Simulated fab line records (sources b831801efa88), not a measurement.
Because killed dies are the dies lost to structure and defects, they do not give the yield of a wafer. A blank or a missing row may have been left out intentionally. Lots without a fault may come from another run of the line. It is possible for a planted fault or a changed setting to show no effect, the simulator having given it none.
fab line records	flow sky130
record lots=6	wafers=18	last_day=50
route steps=708 shown VIA1@473 METAL2@483 PAD_OPEN@708
lots untouched by any fault: they come from a run of this same line in which no faults occurred
start_h: hours from the record's first day to the start of the lot's first wafer shown	wait_h: how many hours have passed since the lot's step before this one	" unchanged from the row above	L1.1+2: several wafers, shown together as one row	- no value present, or no start provided	* or withheld: withheld	< > ~ a bound
route shown NAME@n: names a module that has steps shown in the file, with the first one's number in the route	usual: mean/standard deviation of fault-free wafers	same: alike in all rows	chamber/n: place in a boat	sites: the reading at each site	_std_site: standard deviation of those values	_edge_site: mean of outer sites minus mean of inner sites	radius_mm: how far each site lies from the wafer's centre	mask NAME#n: copy n	behind: tool/chamber where the wafer was last shaped	hold: cause of the lot's hold/its duration in hours/its outcome	device: which transistor (n, p or np) failed to switch	end of line: tests of these same wafers at the route's end	where a step has no rows: the recipe by itself	killed: not the wafer's yield, but the dies lost to structure and defects at the first sort	map: per-die view of a wafer (x killed, . not killed, _ where there is no die)
set.NAME: the setting the step ran with; set.NAME@STEP: the setting that earlier step ran with	model.NAME: the simulator's own value behind a step, which no gauge read
a table for each step, a row for each wafer; lots at some steps of the route
services: a tool's chamber out of use, with start hour (start_h, from the record's first day; less than 0 if before it), hours out, and reason
## steps
# step SKY_VIA1_ETCH_15
# recipe target=SiO2	chemistry=C4F8/O2/Ar	target_depth_nm=351	stop_on=TiN	mask_material=KrF-thick	source_w=1500	bias_w=1200	pressure_mtorr=40	c4f8_flow_sccm=withheld	O2_flow_sccm=6	Ar_flow_sccm=300	time_s=54
# step SKY_VIA1_STRIP_16
# recipe chemistry=O2/N2	power_w=1400	pressure_mtorr=1500	platen_temp_c=withheld	o2_flow_sccm=3000	n2_flow_sccm=300	overash_fraction=0.5
# step SKY_VIA1_STRIP_17
# recipe chemistry=post_etch_residue_remover	time_s=1200	temp_c=72.5
# step SKY_VIA1_CLEAN_18
# recipe chemistry=IPA	time_s=180	temp_c=25
# step SKY_VIA1_CLEAN_19
# recipe chemistry=O3/DIW	dry=n2_spin
# step SKY_VIA1_SPUTTER_20
# recipe material=TiN	target_thk_nm=20	chamber_pressure_pa=5	power_w=4000	time_s=80
# step SKY_VIA1_CVD_21
# recipe material=W	target_thk_nm=270	time_s=80.902	temp_c=400	pressure_torr=40
# usual chamber_pressure_Torr=40.01/0.087	heater_power_outer_w=549/71	heater_power_w=881/91	susceptor_temp_C=400.02/0.24
lot.wafer	tool	chamber	start_h	wait_h	chamber_pressure_Torr	heater_power_outer_w	heater_power_w	since_wet_clean_h	susceptor_temp_C
L416.1	cvd_w-02	1	839.94	0.0	40.05	447	743	436	400.18
L416.3	"	0	"	"	39.99	534	874	-	399.85
L416.4	"	1	"	"	40.12	444	756	-	399.79
L418.1	cvd_w-01	0	846.32	0.0	40.09	622	967	942	399.48
L418.2	"	1	"	"	40.25	619	989	942	400.14
L418.5	"	1	"	"	40.05	633	972	-	399.97
L423.2	cvd_w-02	1	909.03	0.0	39.92	438	732	505	400.04
L423.4	"	0	"	"	39.98	532	896	-	399.96
L423.5	"	1	"	"	39.96	457	753	-	400.26
L424.4	cvd_w-02	1	910.69	0.0	40.02	454	734	-	399.87
L424.5	"	1	"	"	39.96	455	744	-	399.73
L424.6	"	0	"	"	39.99	539	876	-	400.11
L430.2	cvd_w-02	0	935.52	0.1	39.95	530	873	-	399.51
L430.3	"	0	"	"	40.00	541	886	-	400.08
L430.4	"	0	"	"	39.97	539	879	-	399.95
L433.1	cvd_w-01	0	958.98	0.0	40.08	632	946	41	400.02
L433.3	"	0	"	"	40.08	618	973	-	400.04
L433.6	"	1	"	"	39.91	600	920	-	399.26
# step SKY_VIA1_RS_MEAS_22
# recipe thk_meas_gauge=four-point-probe	reads=W_of_VIA1_CVD_21+TiN_of_VIA1_SPUTTER_20
# usual VIA1_W_RS=0.429/0.0055
lot.wafer	tool	chamber	start_h	wait_h	VIA1_W_RS[ohm/sq]
L416.1	film_metro-02	-	840.04	0.1	0.429
L416.3	"	-	"	"	0.431
L416.4	"	-	"	"	0.427
L418.1	film_metro-02	-	846.41	0.1	0.439
L418.2	"	-	"	"	0.427
L418.5	"	-	"	"	0.430
L423.2	film_metro-01	-	909.15	0.1	0.428
L423.4	"	-	"	"	0.429
L423.5	"	-	"	"	0.426
L424.4	film_metro-04	-	910.81	0.1	0.431
L424.5	"	-	"	"	0.429
L424.6	"	-	"	"	0.432
L430.2	film_metro-01	-	935.69	0.1	0.439
L430.3	"	-	"	"	0.436
L430.4	"	-	"	"	0.436
L433.1	film_metro-02	-	959.07	0.1	0.433
L433.3	"	-	"	"	0.431
L433.6	"	-	"	"	0.425
# step SKY_VIA1_THK_MEAS_23
# recipe thk_meas_gauge=xrf	reads=W_of_VIA1_CVD_21
# usual VIA1_W_THK=272/3.6
lot.wafer	tool	chamber	start_h	wait_h	VIA1_W_THK[nm]
L416.1	film_metro-02	-	840.16	0.1	275
L416.3	"	-	"	"	273
L416.4	"	-	"	"	277
L418.1	film_metro-02	-	846.53	0.1	269
L418.2	"	-	"	"	275
L418.5	"	-	"	"	275
L423.2	film_metro-01	-	909.26	0.1	269
L423.4	"	-	"	"	270
L423.5	"	-	"	"	272
L424.4	film_metro-04	-	910.90	0.1	275
L424.5	"	-	"	"	276
L424.6	"	-	"	"	274
L430.2	film_metro-01	-	935.80	0.1	265
L430.3	"	-	"	"	267
L430.4	"	-	"	"	267
L433.1	film_metro-02	-	959.19	0.1	269
L433.3	"	-	"	"	271
L433.6	"	-	"	"	274
# step SKY_VIA1_CMP_24
# recipe stop_on=SiO2	t_overpolish_s=15	down_force_psi=3.5	platen_rpm=60	target_thk_nm=0	pad_velocity_m_s=0.94248
# step SKY_METAL2_SPUTTER_00
# recipe material=Ti	target_thk_nm=15	power_w=3000	time_s=10	chamber_pressure_pa=0.4
# step SKY_METAL2_SPUTTER_01
# recipe material=TiN	target_thk_nm=20	power_w=6500	time_s=16.7	chamber_pressure_pa=0.4
# step SKY_METAL2_SPUTTER_02
# recipe material=AlCu	target_thk_nm=250	power_w=10600	time_s=13.3	chamber_pressure_pa=0.4
# usual throttle_valve_pct=29.9/1.4
lot.wafer	tool	chamber	start_h	wait_h	throttle_valve_pct	model.AlCu_of_METAL2_SPUTTER_02.thk_nm
L416.1	pvd_sputter-04	-	840.60	0.0	30.9	250.7
L416.3	"	-	"	"	30.8	247.6
L416.4	"	-	"	"	29.6	251.2
L418.1	pvd_sputter-03	-	846.94	0.0	30.5	252
L418.2	"	-	"	"	27.8	249.6
L418.5	"	-	"	"	30.2	251.4
L423.2	pvd_sputter-04	-	909.66	0.0	29.4	243.7
L423.4	"	-	"	"	30.1	242.1
L423.5	"	-	"	"	31.3	244.7
L424.4	pvd_sputter-04	-	911.28	0.0	29.7	247.1
L424.5	"	-	"	"	29.8	243.4
L424.6	"	-	"	"	31.3	245.4
L430.2	pvd_sputter-03	-	936.20	0.0	27.8	251
L430.3	"	-	"	"	28.0	250
L430.4	"	-	"	"	27.4	249.9
L433.1	pvd_sputter-01	-	959.60	0.0	29.5	249.5
L433.3	"	-	"	"	31.8	248.2
L433.6	"	-	"	"	30.3	249.3
# step SKY_METAL2_SPUTTER_03
# recipe material=Ti	target_thk_nm=5	power_w=3000	time_s=3.3	chamber_pressure_pa=0.4
# usual throttle_valve_pct=29.8/1.3
lot.wafer	tool	chamber	start_h	wait_h	throttle_valve_pct
L416.1	pvd_sputter-04	-	840.62	0.0	31.1
L416.3	"	-	"	"	30.6
L416.4	"	-	"	"	29.4
L418.1	pvd_sputter-03	-	846.96	0.0	29.9
L418.2	"	-	"	"	27.8
L418.5	"	-	"	"	30.0
L423.2	pvd_sputter-04	-	909.68	0.0	29.2
L423.4	"	-	"	"	30.2
L423.5	"	-	"	"	31.1
L424.4	pvd_sputter-04	-	911.30	0.0	29.5
L424.5	"	-	"	"	30.2
L424.6	"	-	"	"	31.3
L430.2	pvd_sputter-03	-	936.22	0.0	28.0
L430.3	"	-	"	"	28.3
L430.4	"	-	"	"	28.0
L433.1	pvd_sputter-01	-	959.62	0.0	29.6
L433.3	"	-	"	"	31.8
L433.6	"	-	"	"	30.2
# step SKY_METAL2_SPUTTER_04
# recipe material=TiN	target_thk_nm=70	power_w=6500	time_s=58.3	chamber_pressure_pa=0.4
# step SKY_METAL2_RS_MEAS_05
# recipe thk_meas_gauge=four-point-probe	reads=TiN_of_METAL2_SPUTTER_04+Ti_of_METAL2_SPUTTER_03+AlCu_of_METAL2_SPUTTER_02+TiN_of_METAL2_SPUTTER_01+Ti_of_METAL2_SPUTTER_00
# usual METAL2_ALCU_RS=0.1266/0.0014
lot.wafer	tool	chamber	start_h	wait_h	METAL2_ALCU_RS[ohm/sq]
L416.1	film_metro-02	-	840.69	0.0	0.1264
L416.3	"	-	"	"	0.1280
L416.4	"	-	"	"	0.1257
L418.1	film_metro-04	-	847.03	0.0	0.1255
L418.2	"	-	"	"	0.1272
L418.5	"	-	"	"	0.1261
L423.2	film_metro-04	-	909.77	0.0	0.1302
L423.4	"	-	"	"	0.1306
L423.5	"	-	"	"	0.1297
L424.4	film_metro-02	-	911.43	0.1	0.1284
L424.5	"	-	"	"	0.1303
L424.6	"	-	"	"	0.1291
L430.2	film_metro-04	-	936.31	0.0	0.1263
L430.3	"	-	"	"	0.1270
L430.4	"	-	"	"	0.1271
L433.1	film_metro-04	-	959.69	0.0	0.1269
L433.3	"	-	"	"	0.1278
L433.6	"	-	"	"	0.1273
# step SKY_METAL2_THK_MEAS_06
# recipe thk_meas_gauge=xrf	reads=AlCu_of_METAL2_SPUTTER_02
# usual METAL2_ALCU_THK=252.1/2.7
lot.wafer	tool	chamber	start_h	wait_h	METAL2_ALCU_THK[nm]
L416.1	film_metro-02	-	840.81	0.1	250.1
L416.3	"	-	"	"	248.2
L416.4	"	-	"	"	251.1
L418.1	film_metro-04	-	847.15	0.1	253.9
L418.2	"	-	"	"	253.9
L418.5	"	-	"	"	254.3
L423.2	film_metro-04	-	909.88	0.1	245.9
L423.4	"	-	"	"	245.2
L423.5	"	-	"	"	248.0
L424.4	film_metro-02	-	911.52	0.1	248.4
L424.5	"	-	"	"	246.1
L424.6	"	-	"	"	246.9
L430.2	film_metro-04	-	936.42	0.1	253.8
L430.3	"	-	"	"	253.8
L430.4	"	-	"	"	252.5
L433.1	film_metro-04	-	959.81	0.1	252.6
L433.3	"	-	"	"	252.2
L433.6	"	-	"	"	253.5
# step SKY_METAL2_DEHYDRATE_07
# recipe temp_c=200	time_s=60
# step SKY_METAL2_HMDS_08
# recipe prime_time_s=60	prime_temp_c=120
# step SKY_METAL2_COAT_09
# recipe resist=BARC	temp_c=withheld	time_s=withheld	spin_rpm=3000	resist_thk_nm=60
# step SKY_METAL2_COAT_10
# recipe resist=KrF-thick	spin_rpm=3000	resist_thk_nm=450
# step SKY_METAL2_SOFTBAKE_11
# recipe temp_c=100	time_s=90	resist=KrF-thick
# step SKY_METAL2_EXPOSE_12
# recipe mask_id=MM2	na=0.8	source_shape=annular	sigma_inner=0.55	sigma_outer=0.85	target_cd_nm=140	dose_mj=28
# step SKY_METAL2_PEB_13
# recipe peb_temp_c=withheld	peb_time_s=withheld	resist=KrF-thick
# step SKY_METAL2_DEVELOP_14
# recipe develop_time_s=60	resist=KrF-thick	dev_temp_c=21
# step SKY_METAL2_CD_MEAS_15
# recipe target_cd_nm=140
# usual cd_nm=140.0/1.8
lot.wafer	tool	chamber	start_h	wait_h	cd_nm
L416.1	cd_sem-02	-	866.38	-	140.3
L416.3	"	-	"	"	139.0
L416.4	"	-	"	"	139.5
L418.1	cd_sem-01	-	872.59	-	140.4
L418.2	"	-	"	"	140.9
L418.5	"	-	"	"	139.6
L423.2	cd_sem-01	-	935.50	-	143.1
L423.4	"	-	"	"	141.7
L423.5	"	-	"	"	142.9
L424.4	cd_sem-02	-	937.49	-	139.3
L424.5	"	-	"	"	137.8
L424.6	"	-	"	"	138.3
L430.2	cd_sem-02	-	960.34	-	141.2
L430.3	"	-	"	"	139.5
L430.4	"	-	"	"	139.0
L433.1	cd_sem-01	-	983.69	-	139.5
L433.3	"	-	"	"	138.9
L433.6	"	-	"	"	140.4
# step SKY_METAL2_OVL_MEAS_16
# usual METAL2_OVL=0/3.6
lot.wafer	tool	chamber	start_h	wait_h	METAL2_OVL[nm]
L416.1	overlay-02	-	866.50	0.1	-4
L416.3	"	-	"	"	1
L416.4	"	-	"	"	2
L418.1	overlay-02	-	872.73	0.1	4
L418.2	"	-	"	"	9
L418.5	"	-	"	"	1
L423.2	overlay-01	-	935.60	0.1	-1
L423.4	"	-	"	"	1
L423.5	"	-	"	"	2
L424.4	overlay-02	-	937.57	0.1	-1
L424.5	"	-	"	"	-5
L424.6	"	-	"	"	-3
L430.2	overlay-01	-	960.44	0.1	1
L430.3	"	-	"	"	4
L430.4	"	-	"	"	3
L433.1	overlay-02	-	983.81	0.1	-5
L433.3	"	-	"	"	-6
L433.6	"	-	"	"	-2
# step SKY_METAL2_DESCUM_17
# recipe chemistry=O2	source_power_w=150	bias_power_w=0	pressure_mtorr=10	temp_c=40	time_s=8
# usual drypump_motor_current_A=5.4/0.36	oes_product_au=1.000/0.0094
lot.wafer	tool	chamber	start_h	wait_h	drypump_motor_current_A	oes_product_au	rf_hours_counter_h
L416.1	rie_metal-02	1	866.53	0.0	5.8	1.005	7
L416.3	"	1	"	"	5.8	0.999	-
L416.4	"	0	"	"	5.0	0.996	-
L418.1	rie_metal-03	1	872.77	0.0	5.1	0.997	4
L418.2	"	0	"	"	5.5	1.006	16
L418.5	"	1	"	"	5.1	0.992	-
L423.2	rie_metal-02	0	935.63	0.0	5.0	0.994	8
L423.4	"	1	"	"	5.8	1.014	-
L423.5	"	0	"	"	5.0	0.992	-
L424.4	rie_metal-03	1	937.62	0.0	5.2	0.985	-
L424.5	"	1	"	"	5.1	1.012	-
L424.6	"	1	"	"	5.1	0.994	-
L430.2	rie_metal-01	0	960.47	0.0	5.8	1.018	14
L430.3	"	0	"	"	5.8	1.011	-
L430.4	"	1	"	"	5.8	0.999	-
L433.1	rie_metal-02	1	983.85	0.0	5.8	1.010	11
L433.3	"	1	"	"	5.8	1.014	-
L433.6	"	0	"	"	5.0	0.994	-
# step SKY_METAL2_ETCH_18
# recipe chemistry=N2/H2	target=BARC	ion_energy_ev=200	bias_w=100	pressure_mtorr=30	n2_flow_sccm=100	h2_flow_sccm=200	icp_w=500	stop_on=SiO2	time_s=45.9	target_depth_a=600
# usual drypump_motor_current_A=5.5/0.36	oes_product_au=0.855/0.0051	throttle_valve_pct=13.225/0.0096
lot.wafer	tool	chamber	start_h	wait_h	drypump_motor_current_A	oes_product_au	rf_hours_counter_h	throttle_valve_pct
L416.1	rie_metal-02	1	866.57	0.0	5.8	0.850	7	13.243
L416.3	"	1	"	"	5.8	0.865	-	13.208
L416.4	"	0	"	"	5.0	0.861	-	13.223
L418.1	rie_metal-03	1	872.80	0.0	5.2	0.856	4	13.216
L418.2	"	0	"	"	5.5	0.863	16	13.211
L418.5	"	1	"	"	5.1	0.862	-	13.195
L423.2	rie_metal-02	0	935.67	0.0	5.0	0.858	8	13.235
L423.4	"	1	"	"	5.8	0.862	-	13.229
L423.5	"	0	"	"	5.0	0.864	-	13.216
L424.4	rie_metal-03	1	937.71	0.1	5.2	0.851	-	13.218
L424.5	"	1	"	"	5.1	0.853	-	13.219
L424.6	"	1	"	"	5.1	0.860	-	13.211
L430.2	rie_metal-01	0	960.51	0.0	5.8	0.854	14	13.220
L430.3	"	0	"	"	5.8	0.852	-	13.237
L430.4	"	1	"	"	5.8	0.848	-	13.255
L433.1	rie_metal-02	1	983.88	0.0	5.8	0.854	11	13.233
L433.3	"	1	"	"	5.8	0.851	-	13.230
L433.6	"	0	"	"	5.0	0.854	-	13.218
# step SKY_METAL2_METAL_ETCH_19
# recipe target_depth_a=3600	stop_on=SiO2	over_etch_frac=0.3	time_s=78	chemistry=Cl2/BCl3	resist_sidewall_deg=88	pressure_mtorr=10	icp_w=900	bias_w=48.5	Cl2_flow_sccm=60	bcl3_flow_sccm=30
# usual drypump_motor_current_A=5.4/0.36	oes_product_au=0.855/0.0061	throttle_valve_pct=22.265/0.0094
lot.wafer	tool	chamber	start_h	wait_h	drypump_motor_current_A	oes_product_au	rf_hours_counter_h	throttle_valve_pct	model.etch.depth_nm	model.METAL2.feature_depth_nm
L416.1	rie_metal-02	1	866.63	0.0	5.8	0.852	7	22.265	360.3	360.3
L416.3	"	1	"	"	5.8	0.856	-	22.254	358.5	358.5
L416.4	"	0	"	"	5.0	0.851	-	22.271	361.4	361.4
L418.1	rie_metal-03	1	872.87	0.0	5.1	0.858	4	22.277	362	362
L418.2	"	0	"	"	5.5	0.852	16	22.251	359.3	359.3
L418.5	"	1	"	"	5.1	0.847	-	22.265	361.1	361.1
L423.2	rie_metal-02	0	935.73	0.0	5.0	0.848	8	22.272	353.5	353.5
L423.4	"	1	"	"	5.8	0.846	-	22.259	352.6	352.6
L423.5	"	0	"	"	5.0	0.853	-	22.259	354.6	354.6
L424.4	rie_metal-03	1	937.86	0.1	5.1	0.857	-	22.275	358.1	358.1
L424.5	"	1	"	"	5.1	0.842	-	22.267	355.4	355.4
L424.6	"	1	"	"	5.1	0.847	-	22.251	355.5	355.5
L430.2	rie_metal-01	0	960.57	0.0	5.8	0.858	14	22.249	361.5	361.5
L430.3	"	0	"	"	5.8	0.858	-	22.281	360.2	360.2
L430.4	"	1	"	"	5.8	0.849	-	22.265	360.2	360.2
L433.1	rie_metal-02	1	983.94	0.0	5.8	0.859	11	22.270	360.2	360.2
L433.3	"	1	"	"	5.8	0.864	-	22.271	358.2	358.2
L433.6	"	0	"	"	5.0	0.849	-	22.269	359.6	359.6
# step SKY_METAL2_STRIP_20
# recipe chemistry=O2/N2	power_w=1400	pressure_mtorr=1500	platen_temp_c=withheld	o2_flow_sccm=3000	n2_flow_sccm=300	overash_fraction=0.5
# usual drypump_motor_current_A=5.79/0.17	oes_product_au=0.343/0.0046	strip_time_to_endpoint_s=2.69/0.043
lot.wafer	tool	chamber	start_h	wait_h	drypump_motor_current_A	oes_product_au	rf_hours_counter_h	strip_time_to_endpoint_s
L416.1	plasma_asher-01	1	866.72	0.1	5.95	0.343	43	2.67
L416.3	"	0	"	"	5.94	0.340	-	2.71
L416.4	"	1	"	"	5.96	0.346	-	2.74
L418.1	plasma_asher-02	0	872.96	0.1	5.77	0.353	14	2.70
L418.2	"	1	"	"	5.54	0.339	14	2.68
L418.5	"	0	"	"	5.78	0.338	-	2.67
L423.2	plasma_asher-01	1	935.82	0.1	6.03	0.350	50	2.77
L423.4	"	0	"	"	5.93	0.345	-	2.68
L423.5	"	0	"	"	5.94	0.351	-	2.77
L424.4	plasma_asher-04	0	937.99	0.1	5.67	0.345	-	2.70
L424.5	"	0	"	"	5.68	0.342	-	2.71
L424.6	"	1	"	"	5.58	0.341	-	2.68
L430.2	plasma_asher-01	1	960.66	0.1	5.98	0.347	53	2.63
L430.3	"	0	"	"	5.96	0.340	-	2.62
L430.4	"	1	"	"	5.97	0.339	-	2.73
L433.1	plasma_asher-02	1	984.03	0.1	5.51	0.338	23	2.61
L433.3	"	1	"	"	5.50	0.339	-	2.60
L433.6	"	0	"	"	5.80	0.339	-	2.72
# step SKY_PAD_OPEN_PROBE_99
# usual defect_limited_yield=82.8/1.9	killed_at_M0_to_M3=43/7.3	killed_at_M4_up=3.6/1.9	killed_at_contacts=23/5.3	killed_at_front_end=15/4.5	killed_at_other=0.3/0.72	killed_dies=85/9.4	killed_open=46/6.7	killed_short=38/6.8	sort_bin_3_pad_short=0.8/0.36	sort_bin_5_function=10.1/1.3	sort_bin_6_memory=6.3/1.2	sort_n_pass=407/9.4	sort_yield_pct=82.8/1.9
# same gross_dies=492	killed_at_back_side=0	sort_bin_4_leakage[%]=0	sort_bin_8_speed[%]=0
lot.wafer	tool	chamber	start_h	wait_h	defect_limited_yield[%]	killed_at_M0_to_M3	killed_at_M4_up	killed_at_contacts	killed_at_front_end	killed_at_other	killed_dies	killed_open	killed_short	sort_bin_3_pad_short[%]	sort_bin_5_function[%]	sort_bin_6_memory[%]	sort_n_pass	sort_yield_pct[%]	model.etest.met2.rs_ohm_sq
L416.1	prober-02	-	1112.87	0.1	83.1	39	3	24	17	0	83	52	31	0.4	8.9	7.5	409	83.1	0.1282
L416.3	prober-02	-	1112.97	0.2	82.1	40	1	31	16	0	88	46	42	1.4	11.0	5.5	404	82.1	0.1288
L416.4	prober-02	-	1113.02	0.2	81.7	50	3	25	11	1	90	50	40	0.6	11.0	6.7	402	81.7	0.1287
L418.1	prober-01	-	1116.67	0.1	83.5	49	1	18	13	0	81	51	30	1.0	10.0	5.5	411	83.5	0.1271
L418.2	prober-01	-	1116.72	0.1	82.7	48	2	22	13	0	85	42	43	0.8	8.7	7.7	407	82.7	0.1292
L418.5	prober-01	-	1116.87	0.2	82.1	47	1	28	11	1	88	42	46	1.0	10.2	6.7	404	82.1	0.1276
L423.2	prober-02	-	1164.26	0.2	82.3	52	3	22	10	0	87	53	34	1.4	11.2	5.1	405	82.3	0.131
L423.4	prober-02	-	1164.36	0.2	79.9	50	9	20	20	0	99	55	44	1.0	11.0	8.1	393	79.9	0.1339
L423.5	prober-02	-	1164.41	0.3	86.0	34	3	21	11	0	69	38	31	0.6	7.9	5.5	423	86.0	0.1317
L424.4	prober-02	-	1168.52	0.2	82.9	39	3	21	21	0	84	47	37	0.8	10.0	6.3	408	82.9	0.1295
L424.5	prober-02	-	1168.57	0.2	81.9	42	5	18	24	0	89	45	44	1.2	9.8	7.1	403	81.9	0.1323
L424.6	prober-02	-	1168.62	0.2	84.1	39	2	15	21	1	78	48	30	0.4	9.6	5.9	414	84.1	0.1319
L430.2	prober-01	-	1182.82	0.1	82.3	44	4	25	14	0	87	45	42	0.4	10.2	7.1	405	82.3	0.1286
L430.3	prober-01	-	1182.87	0.2	82.5	46	5	27	8	0	86	47	39	1.2	8.9	7.3	406	82.5	0.1285
L430.4	prober-01	-	1182.92	0.2	86.2	33	5	15	15	0	68	39	29	0.6	8.5	4.7	424	86.2	0.129
L433.1	prober-02	-	1198.08	0.1	85.4	33	1	18	20	0	72	38	34	1.4	8.3	4.9	420	85.4	0.1279
L433.3	prober-02	-	1198.18	0.2	82.9	51	3	17	13	0	84	43	41	0.6	10.6	5.9	408	82.9	0.1314
L433.6	prober-02	-	1198.33	0.2	81.7	42	3	32	12	1	90	42	48	1.0	11.2	6.1	402	81.7	0.1288
# killed by level:class
L416.1 CONTACT:geometric_particle:open=14 VIA1:geometric_particle:open=8 VIA3:geometric_particle:open=6 VIA2:geometric_particle:open=5 FIELD_ISO:geometric_particle:open=5 METAL1:geometric_particle:short=5 LI_CONTACT:geometric_particle:open=4 FIELD_ISO:geometric_particle:short=4
L416.3 VIA1:geometric_particle:open=11 CONTACT:geometric_particle:short=9 CONTACT:geometric_particle:open=7 LI_CONTACT:geometric_particle:open=6 VIA3:geometric_particle:short=6 FIELD_ISO:geometric_particle:short=5 METAL1:geometric_particle:short=5 LI_CONTACT:geometric_particle:short=4
L416.4 VIA1:geometric_particle:open=13 VIA3:geometric_particle:open=10 CONTACT:geometric_particle:open=10 CONTACT:geometric_particle:short=7 VIA1:geometric_particle:short=6 LI_CONTACT:geometric_particle:open=6 METAL2:geometric_particle:short=6 FIELD_ISO:geometric_particle:short=4
L418.1 VIA3:geometric_particle:open=10 VIA1:geometric_particle:open=10 CONTACT:geometric_particle:open=9 METAL1:geometric_particle:short=8 VIA2:geometric_particle:open=7 LI_CONTACT:geometric_particle:open=5 VIA3:geometric_particle:short=4 POLY_GATE:geometric_particle:open=4
L418.2 VIA1:geometric_particle:open=9 LI_CONTACT:geometric_particle:open=7 VIA3:geometric_particle:open=7 METAL2:geometric_particle:short=7 VIA2:geometric_particle:open=7 CONTACT:geometric_particle:open=6 METAL1:geometric_particle:short=6 VIA3:geometric_particle:short=5
L418.5 CONTACT:geometric_particle:open=14 VIA1:geometric_particle:short=11 CONTACT:geometric_particle:short=8 METAL1:geometric_particle:short=8 VIA1:geometric_particle:open=7 VIA3:geometric_particle:open=6 LI_CONTACT:geometric_particle:open=5 METAL2:geometric_particle:short=5
L423.2 CONTACT:geometric_particle:open=12 VIA1:geometric_particle:open=12 VIA2:geometric_particle:open=10 VIA3:geometric_particle:open=7 METAL1:geometric_particle:short=6 VIA1:geometric_particle:short=5 POLY_GATE:geometric_particle:open=4 LOCAL_INTERCONNECT:geometric_particle:short=4
L423.4 VIA1:geometric_particle:open=13 VIA3:geometric_particle:open=12 CONTACT:geometric_particle:open=9 METAL2:geometric_particle:short=6 METAL1:geometric_particle:short=5 METAL4:geometric_particle:short=5 FIELD_ISO:geometric_particle:short=4 POLY_GATE:geometric_particle:short=4
L423.5 CONTACT:geometric_particle:open=9 METAL1:geometric_particle:short=7 LI_CONTACT:geometric_particle:open=6 VIA1:geometric_particle:open=5 VIA2:geometric_particle:open=5 POLY_GATE:geometric_particle:open=4 VIA3:geometric_particle:open=4 CONTACT:geometric_particle:short=3
L424.4 VIA1:geometric_particle:open=11 CONTACT:geometric_particle:open=9 FIELD_ISO:geometric_particle:short=6 LI_CONTACT:geometric_particle:open=6 FIELD_ISO:geometric_particle:open=5 POLY_GATE:geometric_particle:short=5 VIA2:geometric_particle:open=5 VIA2:geometric_particle:short=5
L424.5 VIA1:geometric_particle:open=8 FIELD_ISO:geometric_particle:short=7 FIELD_ISO:geometric_particle:open=7 VIA2:geometric_particle:open=6 LI_CONTACT:geometric_particle:short=5 POLY_GATE:geometric_particle:short=5 CONTACT:geometric_particle:open=5 VIA2:geometric_particle:short=5
L424.6 VIA1:geometric_particle:open=8 POLY_GATE:geometric_particle:open=7 VIA2:geometric_particle:open=7 FIELD_ISO:geometric_particle:open=6 CONTACT:geometric_particle:open=6 METAL2:geometric_particle:short=6 FIELD_ISO:geometric_particle:short=4 VIA3:geometric_particle:open=4
L430.2 VIA2:geometric_particle:open=9 METAL1:geometric_particle:short=9 VIA1:geometric_particle:open=8 CONTACT:geometric_particle:open=7 POLY_GATE:geometric_particle:open=6 LOCAL_INTERCONNECT:geometric_particle:short=6 VIA3:geometric_particle:open=6 LI_CONTACT:geometric_particle:short=5
L430.3 VIA1:geometric_particle:open=16 LI_CONTACT:geometric_particle:open=9 CONTACT:geometric_particle:open=6 METAL2:geometric_particle:short=6 CONTACT:geometric_particle:short=5 METAL4:geometric_particle:short=4 METAL1:geometric_particle:short=4 VIA1:geometric_particle:short=4
L430.4 VIA1:geometric_particle:open=11 LI_CONTACT:geometric_particle:open=8 POLY_GATE:geometric_particle:open=5 VIA2:geometric_particle:open=5 METAL4:geometric_particle:short=5 FIELD_ISO:geometric_particle:short=4 POLY_GATE:geometric_particle:short=4 METAL2:geometric_particle:short=4
L433.1 VIA1:geometric_particle:open=9 FIELD_ISO:geometric_particle:open=7 METAL2:geometric_particle:short=5 VIA3:geometric_particle:open=5 POLY_GATE:geometric_particle:open=4 LI_CONTACT:geometric_particle:short=4 CONTACT:geometric_particle:short=4 VIA2:geometric_particle:open=4
L433.3 METAL1:geometric_particle:short=11 VIA1:geometric_particle:open=8 METAL2:geometric_particle:short=7 CONTACT:geometric_particle:open=7 VIA3:geometric_particle:open=7 SPACER:geometric_particle:open=4 VIA1:geometric_particle:short=4 VIA2:geometric_particle:open=4
L433.6 CONTACT:geometric_particle:open=13 VIA1:geometric_particle:open=8 METAL1:geometric_particle:short=7 LOCAL_INTERCONNECT:geometric_particle:short=6 METAL2:geometric_particle:short=6 CONTACT:geometric_particle:short=5 LI_CONTACT:geometric_particle:open=5 FIELD_ISO:geometric_particle:open=4
## services
tool	chamber	start_h	hours	kind
rie_metal-03	0	815.97	13.1	repair
pvd_sputter-01	-	822.80	1.7	repair
pvd_sputter-04	-	829.44	5.4	repair
plasma_asher-04	-	833.26	2.3	repair
rie_metal-01	0	840.17	90.2	repair
plasma_asher-04	-	848.17	2.3	repair
pvd_sputter-03	-	862.96	6.4	repair
cvd_w-01	1	882.79	6.6	repair
rie_metal-02	-	887.28	1.4	pm
pvd_sputter-01	-	890.55	2.6	repair
rie_metal-01	-	902.09	14.6	pm
cvd_w-01	-	904.00	14.0	pm
pvd_sputter-03	-	910.96	2.9	repair
cvd_w-01	0	916.48	13.2	repair
cvd_w-02	0	916.78	6.9	repair
pvd_sputter-03	1	923.54	-	consumable_replace:kit
pvd_sputter-03	1	923.54	18.0	scheduled_down
rie_metal-03	0	930.86	-	clean
rie_metal-03	0	930.86	15.0	scheduled_down
rie_metal-03	0	930.86	15.0	vent_cycle
cvd_w-01	0	931.66	3.1	repair
cvd_w-02	1	934.68	9.8	repair
plasma_asher-01	-	952.64	4.1	repair
plasma_asher-02	-	955.45	14.6	pm
## key
first_sign step=SKY_METAL2_RS_MEAS_05	reading=METAL2_ALCU_RS	direction=up	sigmas=2.2	usual=0.1266	struck=0.1297
effect step=SKY_METAL2_THK_MEAS_06	reading=METAL2_ALCU_THK	direction=down	sigmas=1.9	usual=252.1	struck=246.7
model_effect step=SKY_METAL2_SPUTTER_02	value=AlCu_of_METAL2_SPUTTER_02.thk_nm	without=252.9	struck=244.4
model_effect step=SKY_METAL2_METAL_ETCH_19	value=etch.depth_nm	without=363.4	struck=354.9
model_effect step=SKY_PAD_OPEN_PROBE_99	value=etest.met2.rs_ohm_sq	without=0.1272	struck=0.1317
met_at SKY_METAL2_SPUTTER_02
struck_wafers L423.2,L423.4,L423.5,L424.4,L424.5,L424.6
onset_between 840.60 909.66
fault kind=process_parameter_drift	tool=pvd_sputter-04	chamber=-	onset_h=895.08	steps=SKY_METAL2_SPUTTER_02	channel=time_s	offset=*	shape=step	end_h=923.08	acts_in=*	stated=*
